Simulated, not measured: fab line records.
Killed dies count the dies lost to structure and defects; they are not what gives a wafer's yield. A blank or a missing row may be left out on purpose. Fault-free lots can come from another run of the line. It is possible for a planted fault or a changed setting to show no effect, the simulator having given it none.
Which tool is to blame? / flow gf180mcu / 6 lots, 18 wafers sampled, at 1 step of a route of 602

== WHAT THE GAUGES READ, wafer by wafer ==
GF_STI_BOW_MEAS_00.
lot=L812; measured=day 2 01:00; on=filmMetro-02; INCOMING_BOW (um)=1 -7 6
lot=L815; measured=day 2 16:00; on=filmMetro-01; INCOMING_BOW (um)=6 -10 8
lot=L820; measured=day 3 17:01; on=filmMetro-04; INCOMING_BOW (um)=0 -6 -1
lot=L826; measured=day 4 23:00; on=filmMetro-01; INCOMING_BOW (um)=-5 4 -5
lot=L828; measured=day 5 09:01; on=filmMetro-04; INCOMING_BOW (um)=3 -4 -1
lot=L830; measured=day 5 19:00; on=filmMetro-01; INCOMING_BOW (um)=4 13 -11

== EACH LOT AND THE TOOL THAT RAN IT (in order: tool; ch and the chambers of the sampled wafers; start) ==
No process step before these readings appears in the record.

== THE ANSWER, worked out from the rows above alone ==
Rule: the usual values come from the lots themselves. Put in order of their means at a reading, lots are off if they are a third of the lots or fewer, leave a main group of 4 or more, and stand apart from it by a gap of 3 or more times the standard deviation of the main group's means; of several such gaps the widest counts. If all means in a main group match to the digits the tables above print for the reading, that group is not used. A lot without any number at a reading at which 4 lots or more have one is off too. Where the step has rows for the other lots, those lots are counted as sound.
No lot is off at any reading shown: from this, nothing can be told.

== WHAT THE SIMULATOR HAD PUT IN ==
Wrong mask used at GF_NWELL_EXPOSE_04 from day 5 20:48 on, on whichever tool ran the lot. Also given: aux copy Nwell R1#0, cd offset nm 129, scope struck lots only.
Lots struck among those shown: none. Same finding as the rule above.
